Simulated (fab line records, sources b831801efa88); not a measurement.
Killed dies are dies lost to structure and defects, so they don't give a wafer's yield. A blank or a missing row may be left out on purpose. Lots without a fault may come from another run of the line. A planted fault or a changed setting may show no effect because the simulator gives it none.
fab line records | flow gf180mcu
record lots=11 wafers=33 last_day=34
route steps=602 shown VT_IMPLANT@132 POLY_GATE@174 HV_LDD@231
lots that met no fault: from a run of the same line without faults
start_h: hours from the record's first day to the start of the lot's first wafer shown | wait_h: hours since the lot's step before | " the same as in the row above | L1.1+2: a row that stands for several wafers | - no value, or no start given | * or withheld: withheld | < > ~ a bound
route shown NAME@n: a module of which the file shows steps, and the number in the route of the first | usual: mean/standard deviation of fault-free wafers | same: alike in all rows | chamber/n: place in a boat | sites: the reading at each site | _std_site: their standard deviation | _edge_site: outer sites' mean less inner sites' | radius_mm: how far each site lies from the wafer's centre | mask NAME#n: copy n | behind: the tool/chamber that last shaped the wafer | hold: why the lot was held/for how many hours/how that ended | device: the transistor (n, p or np) that didn't switch | end of line: the same wafers' tests at the end of the route | a step without rows: its recipe alone | killed: dies lost to structure and defects at the first sort, not the wafer's yield | map: a wafer's dies, x killed, . not, _ none there
set.NAME: the setting as run; set.NAME@STEP: as run at that earlier step | model.NAME: the simulator's own value behind a step, which no gauge read
steps of the route over a sample of lots; a table a step, a row a wafer
services: from which hour (start_h, from the record's first day; less than 0 if before it) a tool's chamber was out of use, for how many hours, and why
## steps
# step GF_VT_IMPLANT_STRIP_42
# recipe chemistry=O2/N2 power_w=1400 pressure_mtorr=1500 platen_temp_c=250 o2_flow_sccm=3000 n2_flow_sccm=300 overash_fraction=0.5
# usual drypump_motor_current_A=5.5/0.58 heater_power_w=329/22 oes_product_au=0.716/0.0047 strip_time_to_endpoint_s=12.64/0.031
# columns lot.wafer tool chamber start_h wait_h drypump_motor_current_A heater_power_w oes_product_au rf_hours_counter_h strip_time_to_endpoint_s
L503.1 plasma_asher-04 1 166.03 0.1 6.5 323 0.721 37 12.66
L503.2 " 0 " " 5.0 280 0.712 37 12.66
L503.3 " 0 " " 5.0 284 0.720 - 12.65
L504.1 plasma_asher-04 0 169.38 0.1 5.0 278 0.713 38 12.64
L504.3 " 1 " " 6.5 340 0.713 - 12.66
L504.6 " 0 " " 5.0 278 0.720 - 12.60
L505.1 plasma_asher-01 0 177.02 0.1 4.9 336 0.717 7 12.66
L505.3 " 0 " " 4.9 333 0.716 - 12.63
L505.4 " 1 " " 6.1 349 0.720 - 12.64
L506.1 plasma_asher-02 1 183.03 0.2 5.1 307 0.717 51 12.64
L506.5 " 1 " " 5.1 313 0.713 - 12.66
L506.6 " 0 " " 5.6 345 0.719 - 12.63
L508.2 plasma_asher-01 0 196.98 0.1 4.9 335 0.717 9 12.65
L508.4 " 1 " " 6.0 347 0.709 - 12.65
L508.5 " 0 " " 4.9 343 0.707 - 12.65
L510.2 plasma_asher-04 0 218.93 0.1 5.0 287 0.715 42 12.59
L510.3 " 1 " " 6.5 332 0.719 - 12.62
L510.6 " 0 " " 5.0 281 0.713 - 12.60
L514.4 plasma_asher-02 1 240.35 0.1 5.1 311 0.711 - 12.67
L514.5 " 0 " " 5.6 337 0.718 - 12.63
L514.6 " 1 " " 5.1 309 0.716 - 12.64
L519.3 plasma_asher-04 1 270.31 0.1 6.5 342 0.712 - 12.69
L519.4 " 0 " " 5.0 279 0.713 - 12.70
L519.5 " 0 " " 5.0 281 0.715 - 12.65
L520.2 plasma_asher-01 1 278.56 0.1 6.1 355 0.712 17 12.69
L520.4 " 1 " " 6.1 345 0.720 - 12.68
L520.5 " 0 " " 4.9 335 0.714 - 12.64
L521.3 plasma_asher-04 1 285.40 0.1 6.5 346 0.713 - 12.62
L521.4 " 0 " " 5.0 279 0.717 - 12.62
L521.6 " 0 " " 5.0 285 0.716 - 12.66
L523.1 plasma_asher-01 0 295.78 0.1 4.9 338 0.713 19 12.65
L523.5 " 1 " " 6.1 356 0.710 - 12.69
L523.6 " 0 " " 4.9 342 0.714 - 12.67
# step GF_POLY_GATE_THK_MEAS_17
# recipe reads=SiO2_of_POLY_GATE_OXIDATION_16
# usual POLY_GATE_OXIDATION_THK=3.98/0.094
# columns lot.wafer tool chamber start_h wait_h POLY_GATE_OXIDATION_THK[nm]
L503.1 film_metro-02 - 208.35 0.0 3.94
L503.2 " - " " 3.95
L503.3 " - " " 3.90
L504.1 film_metro-01 - 215.26 0.0 3.84
L504.3 " - " " 3.88
L504.6 " - " " 3.83
L505.1 film_metro-01 - 220.54 0.0 3.85
L505.3 " - " " 3.80
L505.4 " - " " 3.84
L506.1 film_metro-01 - 230.20 0.0 3.95
L506.5 " - " " 3.93
L506.6 " - " " 3.83
L508.2 film_metro-02 - 245.56 0.0 4.02
L508.4 " - " " 4.11
L508.5 " - " " 4.10
L510.2 film_metro-01 - 269.81 0.0 4.15
L510.3 " - " " 4.00
L510.6 " - " " 4.15
L514.4 film_metro-01 - 288.68 0.0 3.98
L514.5 " - " " 3.95
L514.6 " - " " 3.93
L519.3 film_metro-04 - 324.48 0.0 3.88
L519.4 " - " " 4.02
L519.5 " - " " 3.98
L520.2 film_metro-01 - 332.77 0.0 3.96
L520.4 " - " " 3.97
L520.5 " - " " 3.89
L521.3 film_metro-01 - 342.78 0.0 4.03
L521.4 " - " " 4.04
L521.6 " - " " 4.01
L523.1 film_metro-01 - 350.17 0.0 4.01
L523.5 " - " " 3.99
L523.6 " - " " 3.88
# step GF_HV_LDD_THK_MEAS_55
# recipe reads=SiO2_of_HV_LDD_CVD_54
# usual HV_LDD_CVD_54_THK=10.01/0.16
# columns lot.wafer tool chamber start_h wait_h HV_LDD_CVD_54_THK[nm]
L503.1 film_metro-03 - 283.97 0.0 10.02
L503.2 " - " " 9.92
L503.3 " - " " 10.03
L504.1 film_metro-02 - 289.52 0.0 10.08
L504.3 " - " " 10.14
L504.6 " - " " 10.01
L505.1 film_metro-04 - 296.16 0.0 10.37
L505.3 " - " " 10.33
L505.4 " - " " 10.28
L506.1 film_metro-02 - 307.77 0.0 10.07
L506.5 " - " " 10.14
L506.6 " - " " 10.07
L508.2 film_metro-02 - 325.02 0.0 9.79
L508.4 " - " " 9.82
L508.5 " - " " 9.89
L510.2 film_metro-02 - 352.12 0.0 10.11
L510.3 " - " " 10.10
L510.6 " - " " 10.13
L514.4 film_metro-02 - 372.75 0.0 9.93
L514.5 " - " " 9.92
L514.6 " - " " 9.86
L519.3 film_metro-04 - 416.03 0.0 9.83
L519.4 " - " " 9.85
L519.5 " - " " 9.90
L520.2 film_metro-02 - 425.63 0.0 9.99
L520.4 " - " " 9.81
L520.5 " - " " 9.92
L521.3 film_metro-02 - 436.61 0.0 10.10
L521.4 " - " " 10.09
L521.6 " - " " 10.06
L523.1 film_metro-02 - 444.27 0.0 10.45
L523.5 " - " " 10.40
L523.6 " - " " 10.41
# step GF_HV_LDD_CVD_56
# recipe material=Si3N4 precursor=DCS/NH3 target_thk_nm=90 temp_c=770 time_s=1543 pressure_mtorr=250
# usual spike_tc_bottom_C=792.2/2.1 spike_tc_centre_C=770.5/1.7 spike_tc_lower_C=770.6/1.1 spike_tc_top_C=782.5/1.5 spike_tc_upper_C=770.1/1.2 susceptor_temp_C=770.1/0.3 zone_power_bottom_pct=19.5/1.4
# columns lot.wafer tool chamber start_h wait_h spike_tc_bottom_C spike_tc_centre_C spike_tc_lower_C spike_tc_top_C spike_tc_upper_C susceptor_temp_C zone_power_bottom_pct
L503.1 lpcvd-01 1 284.03 0.1 792.4 771.2 771.8 784.2 769.2 769.5 20.9
L503.2 " 1 " " 791.3 771.9 770.5 783.9 771.2 769.9 21.1
L503.3 " 1 " " 791.5 772.2 770.9 783.9 770.4 770.1 21.0
L504.1 lpcvd-02 1 289.58 0.1 790.7 767.6 771.3 782.0 772.1 770.3 20.9
L504.3 " 1 " " 789.7 768.1 769.3 783.3 770.6 770.3 21.1
L504.6 " 1 " " 791.5 768.1 768.8 781.4 769.9 769.9 20.9
L505.1 lpcvd-02 0 296.22 0.1 797.2 771.5 772.4 783.2 769.9 770.2 19.0
L505.3 " 0 " " 795.7 774.3 770.8 785.3 770.2 769.9 19.4
L505.4 " 0 " " 794.1 770.3 769.8 785.4 768.3 769.6 18.9
L506.1 lpcvd-02 1 307.83 0.1 788.4 768.6 771.8 781.5 771.4 770.2 21.3
L506.5 " 1 " " 789.4 768.3 769.7 781.3 770.6 770.2 21.2
L506.6 " 1 " " 792.3 767.9 769.8 780.6 768.7 769.6 21.4
L508.2 lpcvd-01 1 325.07 0.0 791.7 771.0 771.8 785.1 771.1 770.0 20.9
L508.4 " 1 " " 790.3 771.1 770.5 782.9 769.4 769.9 21.0
L508.5 " 1 " " 789.8 771.9 771.5 784.8 770.8 770.1 21.1
L510.2 lpcvd-01 1 352.17 0.0 793.5 772.3 768.8 784.3 770.7 769.3 20.5
L510.3 " 1 " " 791.2 770.8 771.0 785.4 770.9 769.9 20.9
L510.6 " 1 " " 792.2 770.9 772.5 783.7 770.2 769.9 21.2
L514.4 lpcvd-02 1 372.78 0.0 790.0 767.0 770.0 781.1 773.1 769.9 21.2
L514.5 " 1 " " 790.0 768.7 769.6 783.1 771.2 770.4 20.7
L514.6 " 1 " " 789.8 768.2 769.8 782.6 773.3 769.9 21.0
L519.3 lpcvd-01 0 416.07 0.0 793.6 770.9 771.1 780.5 769.9 770.5 18.3
L519.4 " 0 " " 793.6 769.7 770.2 781.3 770.5 770.3 17.8
L519.5 " 0 " " 793.2 771.8 770.4 780.2 769.6 770.2 18.2
L520.2 lpcvd-01 0 425.68 0.0 792.8 770.2 771.8 781.7 769.1 770.2 18.2
L520.4 " 0 " " 792.2 770.7 769.6 780.2 770.6 770.1 18.0
L520.5 " 0 " " 791.3 771.1 772.5 782.5 769.2 770.3 18.1
L521.3 lpcvd-02 1 437.78 1.2 780.7 757.7 762.9 773.9 760.8 760.6 21.0
L521.4 " 1 " " 778.5 757.0 761.8 772.4 762.7 760.5 20.6
L521.6 " 1 " " 780.7 760.1 760.1 773.1 760.8 761.5 20.7
L523.1 lpcvd-02 0 444.33 0.1 786.5 762.6 761.2 776.5 760.8 760.8 18.5
L523.5 " 0 " " 783.7 762.3 761.2 773.6 759.3 760.9 18.3
L523.6 " 0 " " 785.9 762.9 759.5 774.7 759.8 761.0 18.1
# step GF_HV_LDD_THK_MEAS_57
# recipe reads=Si3N4_of_HV_LDD_CVD_56
# usual HV_LDD_CVD_56_THK=89.8/0.78
# columns lot.wafer tool chamber start_h wait_h HV_LDD_CVD_56_THK[nm]
L503.1 film_metro-02 - 285.46 0.0 90.0
L503.2 " - " " 90.6
L503.3 " - " " 90.8
L504.1 film_metro-03 - 291.01 0.0 89.9
L504.3 " - " " 89.5
L504.6 " - " " 90.0
L505.1 film_metro-04 - 297.65 0.0 90.0
L505.3 " - " " 89.7
L505.4 " - " " 89.3
L506.1 film_metro-02 - 309.25 0.0 89.5
L506.5 " - " " 90.0
L506.6 " - " " 91.0
L508.2 film_metro-03 - 326.51 0.0 88.9
L508.4 " - " " 89.0
L508.5 " - " " 89.6
L510.2 film_metro-04 - 353.61 0.0 89.8
L510.3 " - " " 89.5
L510.6 " - " " 90.1
L514.4 film_metro-02 - 374.96 0.0 90.7
L514.5 " - " " 90.6
L514.6 " - " " 91.2
L519.3 film_metro-03 - 418.23 0.0 90.1
L519.4 " - " " 89.6
L519.5 " - " " 89.3
L520.2 film_metro-04 - 427.12 0.0 88.6
L520.4 " - " " 89.2
L520.5 " - " " 88.8
L521.3 film_metro-02 - 439.94 0.0 75.0
L521.4 " - " " 75.3
L521.6 " - " " 74.4
L523.1 film_metro-03 - 446.47 0.0 74.3
L523.5 " - " " 74.8
L523.6 " - " " 75.3
# step GF_HV_LDD_ETCHBACK_58
# recipe chemistry=CH3F/O2 target=Si3N4 stop_on=SiO2 source_w=400 bias_w=80 pressure_mtorr=25 ch3f_flow_sccm=40 O2_flow_sccm=30 time_s=100 target_depth_a=900
# usual ch3f_flow_sccm=40.01/0.13 drypump_motor_current_A=5.5/0.46 oes_product_au=0.842/0.0059 throttle_valve_pct=10.561/0.0095
# columns lot.wafer tool chamber start_h wait_h ch3f_flow_sccm drypump_motor_current_A oes_product_au rf_hours_counter_h throttle_valve_pct
L503.1 rie_diel-01 1 285.52 0.1 39.89 5.4 0.851 44 10.562
L503.2 " 0 " " 40.12 5.3 0.847 34 10.567
L503.3 " 3 " " 39.99 5.4 0.842 12 10.555
L504.1 rie_diel-01 0 291.07 0.1 39.91 5.3 0.845 34 10.562
L504.3 " 3 " " 39.93 5.4 0.854 12 10.558
L504.6 " 3 " " 39.88 5.3 0.837 - 10.556
L505.1 rie_diel-01 1 297.71 0.1 39.88 5.4 0.837 44 10.571
L505.3 " 3 " " 39.82 5.3 0.846 12 10.554
L505.4 " 2 " " 40.02 5.4 0.841 47 10.554
L506.1 rie_diel-01 0 309.31 0.1 40.07 5.3 0.844 34 10.570
L506.5 " 0 " " 39.98 5.3 0.843 - 10.556
L506.6 " 1 " " 40.04 5.4 0.852 - 10.568
L508.2 rie_diel-02 3 326.56 0.0 39.89 5.4 0.833 2 10.554
L508.4 " 1 " " 39.88 4.7 0.837 46 10.562
L508.5 " 2 " " 40.11 6.2 0.837 - 10.573
L510.2 rie_diel-01 2 353.66 0.0 40.15 5.4 0.839 49 10.558
L510.3 " 0 " " 40.08 5.3 0.848 36 10.574
L510.6 " 2 " " 39.96 5.4 0.849 - 10.554
L514.4 rie_diel-03 1 374.99 0.0 39.72 4.8 0.846 6 10.557
L514.5 " 3 " " 39.94 6.5 0.851 - 10.572
L514.6 " 0 " " 39.98 5.7 0.850 - 10.572
L519.3 rie_diel-02 2 418.27 0.0 40.05 6.2 0.835 15 10.573
L519.4 " 3 " " 39.96 5.4 0.847 3 10.565
L519.5 " 2 " " 39.90 6.2 0.838 - 10.558
L520.2 rie_diel-03 1 427.17 0.0 39.73 4.9 0.830 7 10.537
L520.4 " 2 " " 39.98 6.4 0.842 2 10.566
L520.5 " 3 " " 40.07 6.4 0.836 - 10.562
L521.3 rie_diel-01 3 439.98 0.0 40.15 5.3 0.763 15 10.562
L521.4 " 0 " " 40.09 5.3 0.761 - 10.543
L521.6 " 3 " " 40.21 5.3 0.767 - 10.531
L523.1 rie_diel-01 1 446.53 0.1 40.24 5.4 0.762 48 10.549
L523.5 " 3 " " 39.99 5.3 0.769 - 10.544
L523.6 " 0 " " 40.05 5.3 0.761 - 10.555
## services
# columns tool chamber start_h hours kind
plasma_asher-02 - 152.37 9.0 repair
plasma_asher-02 - 161.41 4.3 pm
plasma_asher-04 - 191.49 2.8 pm
rie_diel-03 1 218.20 12.8 repair
rie_diel-01 2 227.74 35.8 repair
lpcvd-01 - 243.20 6.0 pm
rie_diel-01 0 249.46 8.7 repair
plasma_asher-01 - 255.73 6.8 repair
plasma_asher-04 - 263.76 0.7 repair
lpcvd-01 - 268.56 2.8 pm
rie_diel-02 1 280.61 1.6 repair
plasma_asher-01 - 285.65 2.8 pm
rie_diel-01 3 306.80 24.4 repair
rie_diel-02 - 331.10 28.1 pm
rie_diel-03 0 369.14 4.1 repair
plasma_asher-04 - 372.64 3.9 repair
rie_diel-01 2 384.06 9.9 repair
rie_diel-02 1 384.31 6.2 repair
rie_diel-01 0 399.08 3.9 repair
plasma_asher-04 - 401.88 95.0 repair
plasma_asher-02 - 421.25 9.0 pm
rie_diel-01 2 423.34 1.6 repair
plasma_asher-01 - 429.26 2.1 repair
rie_diel-01 2 435.07 6.3 repair
## key
first_sign step=GF_HV_LDD_CVD_56 reading=susceptor_temp_C direction=down sigmas=31 usual=* struck=*
effect step=GF_HV_LDD_CVD_56 reading=spike_tc_lower_C direction=down sigmas=8.4 usual=770.6 struck=761.1
effect step=GF_HV_LDD_THK_MEAS_57 reading=HV_LDD_CVD_56_THK direction=down sigmas=19 usual=89.8 struck=74.9
effect step=GF_HV_LDD_ETCHBACK_58 reading=oes_product_au direction=down sigmas=13 usual=0.842 struck=0.764
met_at GF_HV_LDD_CVD_56
struck_lots L521,L523
tester_left_out L521,L523
not_acting_at GF_VT_IMPLANT_STRIP_42,GF_POLY_GATE_THK_MEAS_17,GF_HV_LDD_THK_MEAS_55
onset_between 372.78 437.78
fault kind=process_parameter_drift tool=lpcvd-02 chamber=- onset_h=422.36 steps=GF_HV_LDD_CVD_56 channel=temp_c offset=* shape=step end_h=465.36 acts_in=* stated=*
# tester_left_out: of these lots the tester's yield and bins aren't shown, on N5 and GAA mostly nor the transistor test; their killed dies are dies lost to structure and defects alone, not to doping, threshold or leakage, so they don't give the yield
